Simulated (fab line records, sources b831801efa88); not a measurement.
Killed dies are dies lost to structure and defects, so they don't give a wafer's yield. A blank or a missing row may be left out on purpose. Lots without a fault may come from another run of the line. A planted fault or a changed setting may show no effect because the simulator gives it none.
fab line records | flow sky130
record lots=13 wafers=37 last_day=50
route steps=708 shown DNWELL@42 VT_ADJUST_HVTP@93 VT_ADJUST_NCORE@130 VT_ADJUST_HVTR@141 PAD_OPEN@708
lots that met no fault: from a run of the same line without faults
start_h: hours from the record's first day to the start of the lot's first wafer shown | wait_h: hours since the lot's step before | " the same as in the row above | L1.1+2: a row that stands for several wafers | - no value, or no start given | * or withheld: withheld | < > ~ a bound
route shown NAME@n: a module of which the file shows steps, and the number in the route of the first | usual: mean/standard deviation of fault-free wafers | same: alike in all rows | chamber/n: place in a boat | sites: the reading at each site | _std_site: their standard deviation | _edge_site: outer sites' mean less inner sites' | radius_mm: how far each site lies from the wafer's centre | mask NAME#n: copy n | behind: the tool/chamber that last shaped the wafer | hold: why the lot was held/for how many hours/how that ended | device: the transistor (n, p or np) that didn't switch | end of line: the same wafers' tests at the end of the route | a step without rows: its recipe alone | killed: dies lost to structure and defects at the first sort, not the wafer's yield | map: a wafer's dies, x killed, . not, _ none there
set.NAME: the setting as run; set.NAME@STEP: as run at that earlier step | model.NAME: the simulator's own value behind a step, which no gauge read
steps of the route over a sample of lots; a table a step, a row a wafer
services: from which hour (start_h, from the record's first day; less than 0 if before it) a tool's chamber was out of use, for how many hours, and why
## steps
# step SKY_DNWELL_IMPLANT_07
# recipe species=P energy_kev=withheld dose_cm2=withheld tilt_deg=withheld
# columns lot.wafer tool chamber start_h wait_h
L487.1+3+6 implanter-03 0 53.31 -
L488.1+3+5 implanter-01 0 58.76 -
L489.2+4+5 implanter-01 0 62.78 -
L490.1+4+5 implanter-01 0 70.11 -
L491.1+2+5 implanter-03 0 74.46 -
L496.4+5 implanter-01 0 118.20 -
L501.5+6 implanter-01 0 133.66 -
L500.1+3+5 implanter-03 0 133.76 -
L503.2+5+6 implanter-03 0 142.53 -
L505.3+5+6 implanter-03 0 148.41 -
L504.1+3+5 implanter-03 0 149.06 -
L509.1+3+5 implanter-03 0 173.56 -
L510.1+3+5 implanter-03 0 177.66 -
# step SKY_DNWELL_TW_MEAS_09
# usual DNWELL_TW=1125/8.6
# columns lot.wafer tool chamber start_h wait_h hold DNWELL_TW
L487.1 film_metro-03 - 53.56 0.1 - 1129
L487.3 " - " " - 1128
L487.6 " - " " - 1136
L488.1 film_metro-01 - 59.01 0.1 - 1131
L488.3 " - " " - 1128
L488.5 " - " " - 1124
L489.2 film_metro-03 - 63.02 0.1 - 1133
L489.4 " - " " - 1136
L489.5 " - " " - 1142
L490.1 film_metro-03 - 70.36 0.1 - 1128
L490.4 " - " " - 1131
L490.5 " - " " - 1127
L491.1 film_metro-03 - 74.71 0.1 - 1120
L491.2 " - " " - 1136
L491.5 " - " " - 1137
L496.4 film_metro-02 - 118.40 0.1 await_dispo/0.2h/release 1119
L496.5 " - " " await_dispo/0.2h/release 1199
L496.4 film_metro-02 - 118.63 0.2 - 1114
L496.5 " - " " - 1197
L501.5 film_metro-01 - 133.85 0.0 await_dispo/0.2h/release 1197
L501.6 " - " " await_dispo/0.2h/release 1188
L501.5 film_metro-01 - 134.08 0.2 - 1198
L501.6 " - " " - 1203
L500.1 film_metro-03 - 134.01 0.1 - 1137
L500.3 " - " " - 1132
L500.5 " - " " - 1132
L503.2 film_metro-02 - 142.77 0.1 - 1118
L503.5 " - " " - 1119
L503.6 " - " " - 1118
L505.3 film_metro-02 - 148.63 0.1 - 1121
L505.5 " - " " - 1115
L505.6 " - " " - 1124
L504.1 film_metro-03 - 149.31 0.1 - 1121
L504.3 " - " " - 1122
L504.5 " - " " - 1124
L509.1 film_metro-02 - 173.81 0.1 - 1120
L509.3 " - " " - 1124
L509.5 " - " " - 1119
L510.1 film_metro-02 - 177.91 0.1 - 1116
L510.3 " - " " - 1125
L510.5 " - " " - 1118
# step SKY_VT_ADJUST_HVTP_OVL_MEAS_08
# usual VT_ADJUST_HVTP_OVL=1.0/1.4
# columns lot.wafer tool chamber start_h wait_h VT_ADJUST_HVTP_OVL[nm]
L487.1 overlay-02 - 120.87 0.1 0.7
L487.3 " - " " -1.6
L487.6 " - " " -1.4
L488.1 overlay-01 - 127.03 0.1 -1.1
L488.3 " - " " -0.7
L488.5 " - " " 1.0
L489.2 overlay-02 - 133.10 0.1 1.6
L489.4 " - " " 1.6
L489.5 " - " " 1.1
L490.1 overlay-02 - 142.03 0.1 0.1
L490.4 " - " " 1.4
L490.5 " - " " -0.4
L491.1 overlay-02 - 143.28 0.1 3.2
L491.2 " - " " 2.1
L491.5 " - " " 1.7
L496.4 overlay-01 - 196.94 0.1 0.6
L496.5 " - " " 2.0
L501.5 overlay-01 - 217.84 0.0 -1.1
L501.6 " - " " -2.0
L500.1 overlay-02 - 218.12 0.1 -0.6
L500.3 " - " " 1.5
L500.5 " - " " 0.6
L503.2 overlay-02 - 225.92 0.1 2.4
L503.5 " - " " -0.5
L503.6 " - " " 0.2
L505.3 overlay-01 - 231.45 0.1 4.0
L505.5 " - " " 0.9
L505.6 " - " " 0.9
L504.1 overlay-01 - 235.32 0.1 -0.3
L504.3 " - " " -0.3
L504.5 " - " " -0.2
L509.1 overlay-02 - 262.82 0.1 2.9
L509.3 " - " " 2.2
L509.5 " - " " 1.9
L510.1 overlay-01 - 266.38 0.1 2.1
L510.3 " - " " 0.3
L510.5 " - " " 1.8
# step SKY_VT_ADJUST_NCORE_TW_MEAS_11
# usual VT_ADJUST_NCORE_TW=220.1/0.98
# columns lot.wafer tool chamber start_h wait_h VT_ADJUST_NCORE_TW
L487.1 film_metro-01 - 181.31 0.1 219.3
L487.3 " - " " 218.6
L487.6 " - " " 218.5
L488.1 film_metro-01 - 187.11 0.1 219.7
L488.3 " - " " 219.6
L488.5 " - " " 219.9
L489.2 film_metro-04 - 194.62 0.1 219.8
L489.4 " - " " 221.0
L489.5 " - " " 219.6
L490.1 film_metro-01 - 200.16 0.1 221.3
L490.4 " - " " 221.0
L490.5 " - " " 219.1
L491.1 film_metro-01 - 203.96 0.1 221.3
L491.2 " - " " 219.2
L491.5 " - " " 221.0
L496.4 film_metro-01 - 265.68 0.1 220.9
L496.5 " - " " 221.5
L501.5 film_metro-04 - 287.84 0.0 221.0
L501.6 " - " " 218.8
L500.1 film_metro-02 - 288.01 0.1 218.9
L500.3 " - " " 219.4
L500.5 " - " " 219.3
L503.2 film_metro-04 - 297.12 0.1 221.6
L503.5 " - " " 220.5
L503.6 " - " " 221.3
L505.3 film_metro-04 - 305.72 0.1 221.0
L505.5 " - " " 221.5
L505.6 " - " " 220.8
L504.1 film_metro-02 - 308.16 0.1 219.6
L504.3 " - " " 219.9
L504.5 " - " " 220.8
L509.1 film_metro-01 - 340.66 0.1 219.5
L509.3 " - " " 220.2
L509.5 " - " " 220.1
L510.1 film_metro-01 - 343.76 0.1 219.5
L510.3 " - " " 218.7
L510.5 " - " " 219.0
# step SKY_VT_ADJUST_HVTR_STRIP_10
# recipe chemistry=O2/N2 power_w=1400 pressure_mtorr=1500 platen_temp_c=withheld o2_flow_sccm=3000 n2_flow_sccm=300 overash_fraction=0.5
# usual drypump_motor_current_A=5.6/0.49 oes_product_au=0.716/0.0042 strip_time_to_endpoint_s=14.19/0.038
# columns lot.wafer tool chamber start_h wait_h drypump_motor_current_A oes_product_au rf_hours_counter_h strip_time_to_endpoint_s
L487.1 plasma_asher-03 1 199.96 0.1 5.9 0.710 38 14.20
L487.3 " 1 " " 5.9 0.721 - 14.17
L487.6 " 1 " " 5.9 0.717 - 14.17
L488.1 plasma_asher-02 1 206.28 0.1 4.7 0.721 52 14.22
L488.3 " 1 " " 4.7 0.719 - 14.17
L488.5 " 0 " " 5.7 0.718 - 14.24
L489.2 plasma_asher-04 0 216.20 0.1 5.9 0.718 54 14.24
L489.4 " 1 " " 5.7 0.712 - 14.21
L489.5 " 0 " " 5.9 0.718 - 14.26
L490.1 plasma_asher-03 1 222.51 0.1 5.9 0.713 41 14.16
L490.4 " 0 " " 6.2 0.715 - 14.15
L490.5 " 1 " " 5.9 0.715 - 14.18
L491.1 plasma_asher-03 0 226.40 0.1 6.2 0.717 41 14.16
L491.2 " 1 " " 5.9 0.715 41 14.15
L491.5 " 0 " " 6.2 0.709 - 14.17
L496.4 plasma_asher-04 0 289.63 0.1 5.9 0.710 - 14.19
L496.5 " 1 " " 5.8 0.717 - 14.17
L501.5 plasma_asher-02 0 313.48 0.1 5.7 0.709 - 14.20
L501.6 " 1 " " 4.7 0.714 - 14.16
L500.1 plasma_asher-04 1 313.71 0.1 5.8 0.717 63 14.21
L500.3 " 1 " " 5.8 0.717 - 14.19
L500.5 " 0 " " 5.9 0.715 - 14.22
L503.2 plasma_asher-02 1 323.21 0.1 4.7 0.717 63 14.14
L503.5 " 1 " " 4.7 0.712 - 14.17
L503.6 " 0 " " 5.7 0.721 - 14.18
L505.3 plasma_asher-02 0 331.61 0.1 5.7 0.715 - 14.23
L505.5 " 1 " " 4.7 0.714 - 14.22
L505.6 " 0 " " 5.7 0.717 - 14.23
L504.1 plasma_asher-02 0 334.80 0.1 5.7 0.713 64 14.18
L504.3 " 1 " " 4.7 0.716 - 14.20
L504.5 " 1 " " 4.7 0.713 - 14.15
L509.1 plasma_asher-02 1 367.60 0.1 4.7 0.715 67 14.22
L509.3 " 1 " " 4.7 0.715 - 14.18
L509.5 " 0 " " 5.7 0.718 - 14.17
L510.1 plasma_asher-03 0 370.36 0.1 6.2 0.716 54 14.12
L510.3 " 1 " " 5.9 0.705 - 14.16
L510.5 " 0 " " 6.2 0.724 - 14.14
# step SKY_PAD_OPEN_PROBE_99
# usual killed_at_M0_to_M3=43/7.8 killed_at_M4_up=3.2/1.7 killed_at_contacts=24/5.2 killed_at_front_end=15/4.5 killed_at_other=0.4/0.65 killed_dies=87/9.1 killed_open=47/7.3 killed_short=40/6.5
# same gross_dies=492 killed_at_back_side=0
# columns lot.wafer tool chamber start_h wait_h killed_at_M0_to_M3 killed_at_M4_up killed_at_contacts killed_at_front_end killed_at_other killed_dies killed_open killed_short
L501.5 prober-01 - 1162.49 0.2 37 3 28 14 1 83 45 38
L501.6 prober-01 - 1162.54 0.2 38 7 23 11 1 80 38 42
L503.2 prober-01 - 1169.23 0.1 41 5 24 11 0 81 39 42
L503.5 prober-01 - 1169.38 0.2 52 1 30 17 0 100 57 43
L503.6 prober-01 - 1169.43 0.2 47 4 18 12 0 81 46 35
# killed by level:class
L501.5 CONTACT:geometric_particle:open=11 VIA3:geometric_particle:open=8 VIA1:geometric_particle:open=6 METAL1:geometric_particle:short=5 FIELD_ISO:geometric_particle:short=4 LI_CONTACT:geometric_particle:open=4 LOCAL_INTERCONNECT:geometric_particle:short=4 VIA3:geometric_particle:short=4
L501.6 CONTACT:geometric_particle:open=9 CONTACT:geometric_particle:short=8 VIA1:geometric_particle:open=7 VIA3:geometric_particle:open=7 METAL1:geometric_particle:short=5 METAL4:geometric_particle:short=5 VIA1:geometric_particle:short=4 VIA2:geometric_particle:open=4
L503.2 CONTACT:geometric_particle:open=11 VIA1:geometric_particle:open=10 VIA3:geometric_particle:short=7 VIA3:geometric_particle:open=5 LI_CONTACT:geometric_particle:short=5 METAL1:geometric_particle:short=5 METAL2:geometric_particle:short=5 METAL4:geometric_particle:short=5
L503.5 CONTACT:geometric_particle:open=15 VIA1:geometric_particle:open=9 METAL1:geometric_particle:short=8 VIA1:geometric_particle:short=6 LI_CONTACT:geometric_particle:open=6 VIA3:geometric_particle:open=6 POLY_GATE:geometric_particle:short=5 CONTACT:geometric_particle:short=5
L503.6 VIA1:geometric_particle:open=13 CONTACT:geometric_particle:open=8 VIA3:geometric_particle:short=7 VIA1:geometric_particle:short=6 POLY_GATE:geometric_particle:short=5 VIA3:geometric_particle:open=5 VIA2:geometric_particle:open=4 FIELD_ISO:geometric_particle:open=3
## services
# columns tool chamber start_h hours kind
implanter-01 - 105.11 4.9 pm
implanter-03 - 126.87 1.7 repair
implanter-03 - 171.25 0.7 repair
plasma_asher-04 - 174.69 1.4 repair
plasma_asher-04 - 178.73 0.9 repair
plasma_asher-03 - 187.37 1.5 repair
implanter-01 - 192.82 4.2 repair
plasma_asher-04 - 270.77 15.6 pm
plasma_asher-03 - 289.41 14.6 pm
implanter-03 - 297.50 2.0 repair
plasma_asher-02 - 302.76 8.8 repair
implanter-03 - 341.37 6.0 pm
implanter-03 - 349.32 1.3 repair
implanter-03 - 355.16 0.8 repair
## key
first_sign step=SKY_DNWELL_TW_MEAS_09 reading=visit direction=added
effect step=SKY_DNWELL_TW_MEAS_09 reading=DNWELL_TW direction=up sigmas=8.1 usual=1125 struck=1195
met_at SKY_DNWELL_IMPLANT_07
struck_lots L496,L501
struck_wafers L496.5,L501.5,L501.6
tester_left_out L496,L501
not_acting_at SKY_VT_ADJUST_HVTP_OVL_MEAS_08,SKY_VT_ADJUST_NCORE_TW_MEAS_11,SKY_VT_ADJUST_HVTR_STRIP_10
onset_between 70.11 118.20
fault kind=process_parameter_drift tool=implanter-01 chamber=- onset_h=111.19 steps=SKY_DNWELL_IMPLANT_07 channel=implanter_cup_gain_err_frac offset=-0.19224 shape=step end_h=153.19 scope=struck_wafers_only
# tester_left_out: of these lots the tester's yield and bins aren't shown, on N5 and GAA mostly nor the transistor test; their killed dies are dies lost to structure and defects alone, not to doping, threshold or leakage, so they don't give the yield
